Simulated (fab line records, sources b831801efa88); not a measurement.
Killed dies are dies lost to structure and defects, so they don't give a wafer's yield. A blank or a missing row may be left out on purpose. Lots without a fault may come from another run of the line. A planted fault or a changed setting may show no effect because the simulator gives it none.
fab line records | flow gf180mcu
record lots=5 wafers=15 last_day=33
route steps=602 shown STI@13
lots that met no fault: from a run of the same line without faults
start_h: hours from the record's first day to the start of the lot's first wafer shown | wait_h: hours since the lot's step before | " the same as in the row above | L1.1+2: a row that stands for several wafers | - no value, or no start given | * or withheld: withheld | < > ~ a bound
route shown NAME@n: a module of which the file shows steps, and the number in the route of the first | usual: mean/standard deviation of fault-free wafers | same: alike in all rows | chamber/n: place in a boat | sites: the reading at each site | _std_site: their standard deviation | _edge_site: outer sites' mean less inner sites' | radius_mm: how far each site lies from the wafer's centre | mask NAME#n: copy n | behind: the tool/chamber that last shaped the wafer | hold: why the lot was held/for how many hours/how that ended | device: the transistor (n, p or np) that didn't switch | end of line: the same wafers' tests at the end of the route | a step without rows: its recipe alone | killed: dies lost to structure and defects at the first sort, not the wafer's yield | map: a wafer's dies, x killed, . not, _ none there
set.NAME: the setting as run; set.NAME@STEP: as run at that earlier step | model.NAME: the simulator's own value behind a step, which no gauge read
lots at some steps of the route; a table a step, a row a wafer
services: from which hour (start_h, from the record's first day; less than 0 if before it) a tool's chamber was out of use, for how many hours, and why
## steps
# step GF_STI_CD_MEAS_12
# recipe target_cd_nm=220
# usual cd_nm=220.1/1.2
# columns lot.wafer tool chamber start_h wait_h cd_nm
L082.1 cd_sem-01 - 66.98 0.1 219.2
L082.2 " - " " 219.5
L082.5 " - " " 219.7
L083.1 cd_sem-01 - 72.76 0.1 218.8
L083.4 " - " " 219.3
L083.5 " - " " 219.2
L087.2 cd_sem-02 - 92.09 0.1 217.2
L087.3 " - " " 217.6
L087.4 " - " " 217.6
L090.2 cd_sem-02 - 108.20 0.1 221.8
L090.3 " - " " 222.1
L090.6 " - " " 221.5
L095.4 cd_sem-02 - 133.88 0.1 220.2
L095.5 " - " " 218.3
L095.6 " - " " 219.8
# step GF_STI_ETCH_13
# recipe chemistry=CHF3/O2 stop_on=Si over_etch_frac=0.3 target_depth_a=2823.1 source_w=600 bias_w=204 pressure_mtorr=40 chf3_flow_sccm=50 O2_flow_sccm=5 time_s=112.9
# usual drypump_motor_current_A=5.9/0.41 oes_product_au=0.833/0.0066 throttle_valve_pct=8.810/0.0089
# columns lot.wafer tool chamber start_h wait_h drypump_motor_current_A oes_product_au rf_hours_counter_h throttle_valve_pct
L082.1 rie_diel-04 1 67.10 0.1 6.3 0.836 1 8.812
L082.2 " 0 " " 5.1 0.836 139 8.816
L082.5 " 2 " " 6.4 0.827 - 8.797
L083.1 rie_diel-04 2 72.88 0.1 6.4 0.837 0 8.831
L083.4 " 3 " " 5.6 0.835 161 8.825
L083.5 " 2 " " 6.4 0.835 - 8.799
L087.2 rie_diel-02 0 92.19 0.1 6.0 0.840 61 8.815
L087.3 " 2 " " 6.4 0.836 9 8.815
L087.4 " 1 " " 6.3 0.840 - 8.803
L090.2 rie_diel-04 1 108.30 0.1 6.3 0.834 3 8.814
L090.3 " 2 " " 6.3 0.843 1 8.806
L090.6 " 3 " " 5.6 0.829 - 8.806
L095.4 rie_diel-02 0 133.98 0.1 6.0 0.824 - 8.812
L095.5 " 2 " " 6.4 0.821 - 8.822
L095.6 " 1 " " 6.2 0.828 - 8.804
# step GF_STI_ETCH_14
# recipe target=Si chemistry=HBr/Cl2/O2 target_depth_nm=360 icp_w=600 bias_w=150 pressure_mtorr=15 HBr_flow_sccm=150 Cl2_flow_sccm=40 O2_flow_sccm=6 time_s=102.9
# usual drypump_motor_current_A=5.7/0.43 oes_product_au=0.992/0.011 throttle_valve_pct=25.663/0.012
# columns lot.wafer tool chamber start_h wait_h drypump_motor_current_A oes_product_au rf_hours_counter_h throttle_valve_pct
L082.1 rie_si-01 3 67.17 0.0 5.4 1.003 1 25.666
L082.2 " 0 " " 6.0 0.977 73 25.671
L082.5 " 0 " " 6.0 0.981 - 25.664
L083.1 rie_si-02 3 72.96 0.0 5.6 0.994 56 25.664
L083.4 " 0 " " 6.6 0.988 - 25.659
L083.5 " 2 " " 5.1 0.986 - 25.664
L087.2 rie_si-01 0 92.27 0.0 6.0 0.976 73 25.674
L087.3 " 2 " " 5.6 1.003 53 25.644
L087.4 " 1 " " 5.5 0.995 3 25.654
L090.2 rie_si-02 1 108.38 0.0 6.0 0.989 0 25.665
L090.3 " 0 " " 6.5 1.007 110 25.635
L090.6 " 2 " " 5.1 0.993 - 25.668
L095.4 rie_si-01 1 134.02 0.0 5.5 0.997 3 25.668
L095.5 " 1 " " 5.5 0.991 - 25.685
L095.6 " 0 " " 6.0 0.970 - 25.681
# step GF_STI_STRIP_15
# recipe chemistry=O2/N2 power_w=1400 pressure_mtorr=1500 platen_temp_c=250 o2_flow_sccm=3000 n2_flow_sccm=300 overash_fraction=0.5
# usual drypump_motor_current_A=5.9/0.6 heater_power_w=344/27 o2_flow_sccm=2998/8.4 oes_product_au=0.383/0.0051 strip_time_to_endpoint_s=3.71/0.069
# columns lot.wafer tool chamber start_h wait_h drypump_motor_current_A heater_power_w o2_flow_sccm oes_product_au rf_hours_counter_h strip_time_to_endpoint_s
L082.1 plasma_asher-02 1 67.25 0.0 5.5 330 2996 0.383 48 3.73
L082.2 " 0 " " 5.5 328 3019 0.394 48 3.89
L082.5 " 1 " " 5.6 321 2989 0.393 - 3.86
L083.1 plasma_asher-03 1 73.03 0.0 4.9 358 2999 0.386 44 3.81
L083.4 " 1 " " 4.9 360 3005 0.383 - 3.75
L083.5 " 0 " " 6.5 310 3002 0.395 - 3.83
L087.2 plasma_asher-02 0 92.35 0.0 5.5 320 3001 0.380 51 3.62
L087.3 " 0 " " 5.4 322 2998 0.384 - 3.69
L087.4 " 1 " " 5.6 329 2998 0.380 - 3.71
L090.2 plasma_asher-03 1 108.46 0.0 4.9 362 3008 0.390 48 3.77
L090.3 " 1 " " 4.9 362 3003 0.390 - 3.75
L090.6 " 1 " " 4.9 361 3009 0.384 - 3.75
L095.4 plasma_asher-01 1 134.13 0.1 6.3 382 2988 0.383 - 3.57
L095.5 " 0 " " 6.4 351 2990 0.381 - 3.73
L095.6 " 1 " " 6.4 400 3004 0.388 - 3.77
# step GF_STI_CLEAN_16
# recipe chemistry=dHF time_s=25 dilution=100:1
# columns lot.wafer tool chamber start_h wait_h
L082.1+2+5 wet_bench-04 2 67.35 0.1
L083.1+4+5 wet_bench-04 2 73.13 0.1
L087.2+3+4 wet_bench-04 3 92.45 0.1
L090.2+3+6 wet_bench-01 3 108.56 0.1
L095.4+5+6 wet_bench-03 0 134.20 0.0
# step GF_STI_WET_ETCH_17
# recipe chemistry=H3PO4 target_depth_nm=45 temp_c=160 target=Si3N4 time_s=514
# columns lot.wafer tool chamber start_h wait_h
L082.1+2+5 wet_bench-01 1 67.36 0.0
L083.1+4+5 wet_bench-04 2 73.15 0.0
L087.2+3+4 wet_bench-01 3 92.46 0.0
L090.2+3+6 wet_bench-03 1 108.57 0.0
L095.4+5+6 wet_bench-01 0 134.21 0.0
# step GF_STI_CLEAN_18
# recipe chemistry=SC1/SC2 mix=1:4:20 temp_c=70 time_s=150
# columns lot.wafer tool chamber start_h wait_h
L082.1+2+5 wet_bench-03 0 67.53 0.0
L083.1+4+5 wet_bench-03 3 73.30 0.0
L087.2+3+4 wet_bench-03 1 92.61 0.0
L090.2+3+6 wet_bench-04 2 108.74 0.0
L095.4+5+6 wet_bench-03 0 134.36 0.0
# step GF_STI_CLEAN_19
# recipe chemistry=dHF time_s=20 dilution=100:1
# columns lot.wafer tool chamber start_h wait_h
L082.1+2+5 wet_bench-04 2 67.58 0.0
L083.1+4+5 wet_bench-04 2 73.35 0.0
L087.2+3+4 wet_bench-04 0 92.66 0.0
L090.2+3+6 wet_bench-01 2 108.79 0.0
L095.4+5+6 wet_bench-01 3 134.41 0.0
# step GF_STI_WET_ETCH_20
# recipe chemistry=dHF dilution=100:1 target_depth_nm=20 temp_c=25 dry=ipa_marangoni target=SiO2 time_s=400
# columns lot.wafer tool chamber start_h wait_h
L082.1+2+5 wet_bench-01 3 67.59 0.0
L083.1+4+5 wet_bench-03 3 73.36 0.0
L087.2+3+4 wet_bench-01 1 92.68 0.0
L090.2+3+6 wet_bench-03 1 108.81 0.0
L095.4+5+6 wet_bench-03 1 134.43 0.0
# step GF_STI_OXIDATION_21
# recipe temp_c=1000 ambient=O2 stabilise_s=600 purge_s=300 target_thk_a=150 ox_time_s=458
# columns lot.wafer tool chamber start_h wait_h
L082.1+2+5 furnace-02 0 68.00 0.3
L083.1+4+5 furnace-02 0 73.48 0.0
L087.2+3+4 furnace-01 0 92.91 0.1
L090.2+3+6 furnace-01 0 108.94 0.0
L095.4+5+6 furnace-01 0 135.52 1.0
# step GF_STI_THK_MEAS_22
# recipe reads=SiO2_of_STI_OXIDATION_21
# usual STI_OXIDATION_01_THK=14.84/0.25
# columns lot.wafer tool chamber start_h wait_h STI_OXIDATION_01_THK[nm]
L082.1 film_metro-03 - 69.13 0.0 14.74
L082.2 " - " " 14.82
L082.5 " - " " 14.74
L083.1 film_metro-01 - 74.61 0.0 14.55
L083.4 " - " " 14.55
L083.5 " - " " 14.73
L087.2 film_metro-04 - 94.05 0.0 14.78
L087.3 " - " " 14.81
L087.4 " - " " 14.69
L090.2 film_metro-04 - 110.07 0.0 15.16
L090.3 " - " " 15.09
L090.6 " - " " 15.23
L095.4 film_metro-04 - 136.68 0.0 14.52
L095.5 " - " " 14.59
L095.6 " - " " 14.86
# step GF_STI_CVD_23
# recipe material=SiO2 target_thk_nm=650 sigma_open_frac=0.3 time_s=108.3 temp_c=600 sih4_flow_sccm=60 pressure_mtorr=6
# columns lot.wafer tool chamber start_h wait_h
L082.1+2+5 hdpcvd-02 1,0,1 69.19 0.1
L083.1+4+5 hdpcvd-02 2,0,1 74.67 0.1
L087.2+3+4 hdpcvd-02 1,2,2 94.09 0.0
L090.2+3+6 hdpcvd-02 2,1,0 110.12 0.0
L095.4+5+6 hdpcvd-01 0,1,2 136.75 0.1
# step GF_STI_THK_MEAS_24
# recipe reads=SiO2_of_STI_CVD_23
# usual STI_CVD_23_THK=650/8.2
# columns lot.wafer tool chamber start_h wait_h STI_CVD_23_THK[nm]
L082.1 film_metro-01 - 69.26 0.0 652
L082.2 " - " " 643
L082.5 " - " " 644
L083.1 film_metro-03 - 74.75 0.0 653
L083.4 " - " " 636
L083.5 " - " " 651
L087.2 film_metro-01 - 94.18 0.0 656
L087.3 " - " " 667
L087.4 " - " " 658
L090.2 film_metro-04 - 110.21 0.0 653
L090.3 " - " " 645
L090.6 " - " " 637
L095.4 film_metro-01 - 136.82 0.0 650
L095.5 " - " " 658
L095.6 " - " " 653
# step GF_STI_CMP_25
# recipe stop_on=Si3N4 t_overpolish_s=33 down_force_psi=4 platen_rpm=60 target_thk_nm=524.6 pad_velocity_m_s=0.94248
# usual head_pressure_psi=3.999/0.0088 motor_current_A=12.1/1 overpolish_run_s=33.001/0.0093 time_to_endpoint_s=126/7.4
# columns lot.wafer tool chamber start_h wait_h head_pressure_psi motor_current_A overpolish_run_s time_to_endpoint_s
L082.2 cmp-01 2 69.38 0.1 3.996 10.5 33.003 118
L082.1 " 0 " " 4.000 13.2 33.007 117
L082.5 " 1 " " 4.013 11.0 32.993 121
L083.1 cmp-01 3 74.81 0.1 3.995 12.1 33.003 127
L083.4 " 1 " " 4.000 10.6 32.999 116
L083.5 " 3 " " 3.994 12.2 33.012 126
L087.3 cmp-02 1 94.23 0.0 3.996 13.0 33.023 124
L087.2 " 3 " " 3.994 12.0 32.996 126
L087.4 " 0 " " 4.015 11.6 33.011 129
L090.3 cmp-01 2 110.36 0.1 3.982 10.6 33.014 123
L090.2 " 3 " " 3.989 12.5 32.995 128
L090.6 " 0 " " 3.998 12.6 33.003 113
L095.4 cmp-01 1 136.95 0.1 3.983 11.2 32.988 120
L095.6 " 3 " " 3.985 12.1 32.978 130
L095.5 " 0 " " 4.007 13.1 33.001 119
# step GF_STI_WET_ETCH_26
# recipe chemistry=dHF target_depth_nm=94 target=SiO2 temp_c=25 dilution=10:1 time_s=188
# columns lot.wafer tool chamber start_h wait_h
L082.1+2+5 wet_bench-04 1 69.63 0.1
L083.1+4+5 wet_bench-01 2 75.11 0.2
L087.2+3+4 wet_bench-04 3 94.53 0.1
L090.2+3+6 wet_bench-01 0 110.56 0.1
L095.4+5+6 wet_bench-04 3 137.15 0.1
# step GF_STI_WET_ETCH_27
# recipe chemistry=H3PO4 target_depth_nm=160 target=Si3N4 temp_c=160 time_s=1825
# columns lot.wafer tool chamber start_h wait_h
L082.1+2+5 wet_bench-03 0 69.69 0.0
L083.1+4+5 wet_bench-03 1 75.17 0.0
L087.2+3+4 wet_bench-03 3 94.59 0.0
L090.2+3+6 wet_bench-04 2 110.62 0.0
L095.4+5+6 wet_bench-01 0 137.21 0.0
# step GF_STI_WET_ETCH_28
# recipe chemistry=dHF target_depth_nm=20 dry=ipa_marangoni target=SiO2 temp_c=25 dilution=10:1 time_s=40
# columns lot.wafer tool chamber start_h wait_h
L082.1+2+5 wet_bench-01 1 70.21 0.0
L083.1+4+5 wet_bench-04 0 75.69 0.0
L087.2+3+4 wet_bench-01 3 95.11 0.0
L090.2+3+6 wet_bench-01 3 111.18 0.0
L095.4+5+6 wet_bench-03 3 137.72 0.0
# step GF_STI_OXIDATION_29
# recipe temp_c=900 ambient=O2 stabilise_s=600 purge_s=300 target_thk_a=100 ox_time_s=1418
# columns lot.wafer tool chamber start_h wait_h
L082.1+2+5 furnace-01 0 70.63 0.4
L083.1+4+5 furnace-02 0 75.86 0.2
L087.2+3+4 furnace-02 0 95.89 0.8
L090.2+3+6 furnace-01 0 111.51 0.3
L095.4+5+6 furnace-01 0 137.74 0.0
# step GF_STI_THK_MEAS_30
# recipe reads=SiO2_of_STI_OXIDATION_29
# usual STI_OXIDATION_02_THK=9.93/0.17
# columns lot.wafer tool chamber start_h wait_h STI_OXIDATION_02_THK[nm]
L082.1 film_metro-03 - 72.03 0.0 9.86
L082.2 " - " " 9.81
L082.5 " - " " 9.92
L083.1 film_metro-04 - 77.25 0.0 10.12
L083.4 " - " " 9.95
L083.5 " - " " 10.10
L087.2 film_metro-03 - 97.29 0.0 9.96
L087.3 " - " " 9.97
L087.4 " - " " 9.73
L090.2 film_metro-04 - 112.91 0.0 10.23
L090.3 " - " " 10.42
L090.6 " - " " 10.06
L095.4 film_metro-04 - 139.16 0.0 9.93
L095.5 " - " " 9.86
L095.6 " - " " 9.84
## services
# columns tool chamber start_h hours kind
furnace-02 - 46.99 3.5 pm
cmp-01 - 49.87 1.7 repair
rie_si-02 1 59.59 16.3 repair
furnace-01 - 62.35 3.3 pm
hdpcvd-02 - 62.83 0.3 repair
cmp-02 - 64.20 4.0 pm
rie_si-02 1 75.91 - clean
rie_diel-02 3 81.55 12.0 repair
cmp-01 - 81.59 6.0 pm
hdpcvd-01 - 88.74 6.0 pm
cmp-01 - 90.12 0.2 repair
rie_diel-04 2 91.86 6.0 repair
rie_diel-02 1 92.60 2.1 repair
hdpcvd-02 - 98.90 0.4 repair
rie_si-02 3 104.17 4.2 repair
rie_diel-02 0 113.51 3.8 repair
cmp-02 - 118.88 1.0 repair
plasma_asher-03 - 121.37 2.8 pm
rie_diel-04 3 126.73 - clean
rie_diel-04 3 126.73 22.4 scheduled_down
rie_diel-04 3 126.73 22.4 vent_cycle
rie_diel-02 3 131.28 8.3 repair
furnace-01 - 131.51 4.0 pm
plasma_asher-01 - 134.27 1.2 repair
## key
fault none
